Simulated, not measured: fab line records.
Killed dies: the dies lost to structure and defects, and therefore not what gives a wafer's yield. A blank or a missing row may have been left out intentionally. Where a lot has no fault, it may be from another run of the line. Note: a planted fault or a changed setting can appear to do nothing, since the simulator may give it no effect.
Comparing a struck lot with a sound one ; flow sky130 ; 17 out of 708 route steps
Sound: wafers L271.1, L271.5, L271.6. Wafers struck: L264.1, L264.2, L264.4. The cause comes at the end.
Each step with rows lists, per side, the tool, then ch with its chambers, then its first start. Under that, the readings that differ: sound wafers ; struck wafers ; difference of the means ; sigmas: that difference in standard deviations of wafers without a fault.
alike: readings with means less than 2 such deviations apart, plus words and numbers identical on both sides. not compared: withheld readings, readings lacking a value on some wafer, bounds such as >300 that could conceal the same value, and numbers that have no deviation in the record and whose values overlap.
The two part at a step that has a row with sigmas, a row that says differs or no value, or rows on one side only. Numbers that don't overlap but have no deviation are shown without sigmas and don't part them. Lack of a reading on every wafer of one side parts them only where that side has two or more wafers.

first, 1 step without rows for these wafers: SKY_LDD_HVP_IMPLANT_08.
SKY_LDD_HVP_STRIP_09: strips in O2/N2.
  sound on plasmaAsher-03 ch 0,1, day 28 05:18; struck on plasmaAsher-03 ch 0,1, day 25 17:44
  alike: drypumpMotorCurrentA, oesProductAu, stripTimeToEndpointS
  not compared: rfHoursCounterH
SKY_LDD_HVP_TW_MEAS_10:
  struck on filmMetro-04, day 25 17:50; sound on filmMetro-02, day 28 05:24
  alike: LDD_HVP_TW
then, 7 steps without rows for these wafers: SKY_LDD_LDN_DEHYDRATE_00 (time 60 s); SKY_LDD_LDN_HMDS_01 (prime time 60 s); SKY_LDD_LDN_COAT_02 (resist thk 1140 nm); SKY_LDD_LDN_SOFTBAKE_03 (time 60 s); SKY_LDD_LDN_EXPOSE_04 (exposes mask LDNTM, target cd 700 nm); SKY_LDD_LDN_PEB_05; SKY_LDD_LDN_DEVELOP_06 (develop time 60 s).
SKY_LDD_LDN_OVL_MEAS_07:
  struck on overlay-02, day 26 22:28; sound on overlay-01, day 29 09:23
  alike: LDD_LDN_OVL
then, 1 step without rows for these wafers: SKY_LDD_LDN_IMPLANT_08.
SKY_LDD_LDN_IMPLANT_09:
  sound on implanter-02 ch 0, day 29 09:34; struck on implanter-04, day 26 22:39
  no value came back on the struck wafers for beamEnergyKeV, beamOnS (s); on the sound wafers beamEnergyKeV reads 15.003 15.004 15.001
then, 2 steps without rows for these wafers: SKY_LDD_LDN_IMPLANT_10; SKY_LDD_LDN_IMPLANT_11.
SKY_LDD_LDN_STRIP_12: strips in O2/N2.
  sound on plasmaAsher-03 ch 0,1, day 29 10:01; struck on plasmaAsher-03 ch 0,1, day 26 23:06
  alike: drypumpMotorCurrentA, oesProductAu, stripTimeToEndpointS
  not compared: rfHoursCounterH
SKY_LDD_LDN_TW_MEAS_13:
  struck on filmMetro-04, day 26 23:26; sound on filmMetro-04, day 29 10:07
reading;sound;struck;difference;sigmas
LDD_LDN_TW;1478 1485 1487;1343 1343 1340;-141;-14
  not compared: hold

WHERE THEY PART
At SKY_LDD_LDN_IMPLANT_09 first; at SKY_LDD_LDN_TW_MEAS_13 last (within this record only).

WHY: what the simulator had put in
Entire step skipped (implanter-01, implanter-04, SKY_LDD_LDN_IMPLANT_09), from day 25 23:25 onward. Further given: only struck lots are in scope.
